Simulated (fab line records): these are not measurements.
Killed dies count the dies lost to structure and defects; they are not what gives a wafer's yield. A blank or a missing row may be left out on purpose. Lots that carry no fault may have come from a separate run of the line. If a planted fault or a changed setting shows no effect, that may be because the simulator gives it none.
Which tool is to blame? + flow sky130 + 12 lots, 36 wafers sampled, at 5 steps of a route of 708

WHAT THE GAUGES READ, wafer by wafer
SKY_LDD_HVN_OVL_MEAS_07. Usual: LDD_HVN_OVL 0.5 nm, standard deviation 1.2.
| lot  | measured     | on         | LDD_HVN_OVL (nm) | flag |
|------|--------------|------------|------------------|------|
| L366 | day 21 06:21 | overlay-02 | 1.5 0.9 0.0      |      |
| L368 | day 22 03:09 | overlay-01 | 0.0 2.9 -0.4     |      |
| L369 | day 22 05:21 | overlay-01 | 0.8 -0.2 -0.2    |      |
| L371 | day 22 14:33 | overlay-02 | 0.3 1.0 0.7      |      |
| L377 | day 24 16:50 | overlay-02 | 3.6 3.7 2.1      |      |
| L383 | day 26 12:35 | overlay-02 | -1.2 -0.1 -0.6   |      |
| L382 | day 26 13:11 | overlay-02 | 4.0 2.6 3.5      |      |
| L384 | day 26 20:50 | overlay-02 | 1.4 0.4 -1.7     |      |
| L385 | day 27 07:19 | overlay-01 | -0.6 1.2 -0.6    |      |
| L387 | day 28 03:50 | overlay-01 | -0.1 1.6 -0.3    |      |
| L388 | day 28 07:57 | overlay-02 | 0.9 0.9 0.0      |      |
| L389 | day 28 11:20 | overlay-02 | -0.9 0.4 -1.0    |      |

SKY_LDD_HVP_OVL_MEAS_07. Usual: LDD_HVP_OVL 0.4 nm, standard deviation 1.3.
| lot  | measured     | on         | LDD_HVP_OVL (nm) | flag |
|------|--------------|------------|------------------|------|
| L366 | day 22 13:06 | overlay-02 | 2.0 4.1 -0.7     |      |
| L368 | day 23 09:32 | overlay-01 | 2.6 1.3 0.7      |      |
| L369 | day 23 11:35 | overlay-01 | 0.0 -0.4 -0.8    |      |
| L371 | day 23 20:26 | overlay-02 | 2.2 1.4 1.9      |      |
| L377 | day 25 21:37 | overlay-01 | -1.1 -1.5 0.5    |      |
| L383 | day 27 17:43 | overlay-01 | 1.5 0.2 0.8      |      |
| L382 | day 27 18:20 | overlay-02 | 0.5 -0.1 0.8     |      |
| L384 | day 28 01:43 | overlay-02 | 0.1 -0.1 -1.6    |      |
| L385 | day 28 12:26 | overlay-02 | 0.9 1.3 -1.3     |      |
| L387 | day 29 08:25 | overlay-01 | 1.0 -1.1 0.4     |      |
| L388 | day 29 12:06 | overlay-01 | -1.7 -1.8 -1.7   |      |
| L389 | day 29 15:23 | overlay-01 | 0.6 3.0 3.0      |      |

SKY_SD_P_CD_MEAS_07 targets a cd of 380 nm. Usual: cdNm 381.0 nm, standard deviation 2.1.
| lot  | measured     | on       | cdNm (nm)                           | flag |
|------|--------------|----------|-------------------------------------|------|
| L366 | day 26 08:25 | cdSem-02 | 381.7 382.3 380.8                   |      |
| L368 | day 27 05:08 | cdSem-01 | 384.0 380.6 383.1                   |      |
| L369 | day 27 06:21 | cdSem-01 | 381.7 380.0 377.7                   |      |
| L371 | day 27 14:41 | cdSem-02 | 381.7 379.7 382.6                   |      |
| L377 | day 29 12:59 | cdSem-01 | 406.1 407.5 405.3 406.1 407.7 404.9 | OFF  |
| L383 | day 31 06:35 | cdSem-01 | 382.5 385.6 383.1                   |      |
| L382 | day 31 08:29 | cdSem-02 | 378.2 376.7 378.7                   |      |
| L384 | day 31 14:02 | cdSem-01 | 379.6 380.0 381.6                   |      |
| L385 | day 32 02:43 | cdSem-01 | 376.4 376.1 377.3                   |      |
| L387 | day 32 20:30 | cdSem-02 | 379.5 379.5 380.1                   |      |
| L388 | day 33 01:59 | cdSem-01 | 382.0 382.0 379.7                   |      |
| L389 | day 33 05:11 | cdSem-02 | 381.1 380.3 383.4                   |      |

TOOL THAT RAN EACH LOT (tool first, then ch and the chambers of the sampled wafers, then the start)
| lot  | SKY_SPACER_ETCHBACK_02            | SKY_SD_P_EXPOSE_04                 |
|------|-----------------------------------|------------------------------------|
| L366 | rieDiel-02 ch 0,2,3, day 23 21:13 | ilineStepper-01 ch 0, day 25 17:49 |
| L368 | rieDiel-04 ch 1,2,3, day 24 18:19 | ilineStepper-02 ch 0, day 26 14:41 |
| L369 | rieDiel-04 ch 1,2,3, day 24 20:06 | ilineStepper-01 ch 0, day 26 16:16 |
| L371 | rieDiel-02 ch 0,2,3, day 25 04:10 | ilineStepper-01 ch 0, day 27 00:12 |
| L377 | rieDiel-04 ch 0,1,2, day 27 04:28 | ilineStepper-01 ch 0, day 28 23:16 |
| L383 | rieDiel-04 ch 2,3, day 28 23:34   | ilineStepper-02 ch 0, day 30 17:34 |
| L382 | rieDiel-02 ch 2,3, day 29 00:46   | ilineStepper-02 ch 0, day 30 19:20 |
| L384 | rieDiel-04 ch 1,2,3, day 29 07:05 | ilineStepper-02 ch 0, day 31 00:32 |
| L385 | rieDiel-02 ch 0,3, day 29 19:58   | ilineStepper-02 ch 0, day 31 13:36 |
| L387 | rieDiel-02 ch 0,1,2, day 30 14:01 | ilineStepper-01 ch 0, day 32 07:05 |
| L388 | rieDiel-02 ch 2,3, day 30 19:25   | ilineStepper-02 ch 0, day 32 12:58 |
| L389 | rieDiel-02 ch 1,2, day 30 22:13   | ilineStepper-02 ch 0, day 32 16:06 |
- SKY_SPACER_ETCHBACK_02: etches Si3N4 in CH3F/O2, stops on SiO2, time 46.7 s, target depth 45 nm.
- SKY_SD_P_EXPOSE_04: exposes mask PSDM, target cd 380 nm.

AS READ BY THE TOOLS THEMSELVES (means over the sampled wafers that have a number; for cases with no such wafer, the mark the record gives instead)
SKY_SPACER_ETCHBACK_02. Usual: drypumpMotorCurrentA 5.8 A, standard deviation 0.49; oesProductAu 0.857 a.u., standard deviation 0.0066; throttleValvePct 10.562 %, standard deviation 0.0091.
| lot  | tool       | drypumpMotorCurrentA (A) | oesProductAu (a.u.) | throttleValvePct (%) | flag |
|------|------------|--------------------------|---------------------|----------------------|------|
| L366 | rieDiel-02 | 5.7                      | 0.856               | 10.562               |      |
| L368 | rieDiel-04 | 6.0                      | 0.854               | 10.564               |      |
| L369 | rieDiel-04 | 6.0                      | 0.855               | 10.566               |      |
| L371 | rieDiel-02 | 5.7                      | 0.858               | 10.553               |      |
| L377 | rieDiel-04 | 5.7                      | 0.864               | 10.566               |      |
| L383 | rieDiel-04 | 6.3                      | 0.855               | 10.573               |      |
| L382 | rieDiel-02 | 5.4                      | 0.852               | 10.555               |      |
| L384 | rieDiel-04 | 6.0                      | 0.855               | 10.566               |      |
| L385 | rieDiel-02 | 6.1                      | 0.856               | 10.575               |      |
| L387 | rieDiel-02 | 5.8                      | 0.870               | 10.563               |      |
| L388 | rieDiel-02 | 5.3                      | 0.859               | 10.564               |      |
| L389 | rieDiel-02 | 5.4                      | 0.851               | 10.564               |      |

THE ANSWER, worked out from the rows above alone
Rule: take the mean of a lot's wafers that have a number; if it is more than 3 standard deviations from the usual mean, the lot is off. Also off: a lot with no number at a reading for which 4 or more lots have one. Any other lot the step has rows for is counted as sound. First the gauges in route order, then the tools' own readings, where a lot's mean is used as printed above. At the first step where some lot is off, the reading lying furthest off is the one used; lots without a number count as furthest.
Off at SKY_SD_P_CD_MEAS_07 (cdNm): L377.
If a tool, at a process step before that reading, ran all the lots that are off and no sound lot after the first of them, it fits. Gauges at SKY_SD_P_CD_MEAS_07: tried the same way as those tools. Not one of the candidates tried fits.

WHAT THE SIMULATOR HAD PUT IN
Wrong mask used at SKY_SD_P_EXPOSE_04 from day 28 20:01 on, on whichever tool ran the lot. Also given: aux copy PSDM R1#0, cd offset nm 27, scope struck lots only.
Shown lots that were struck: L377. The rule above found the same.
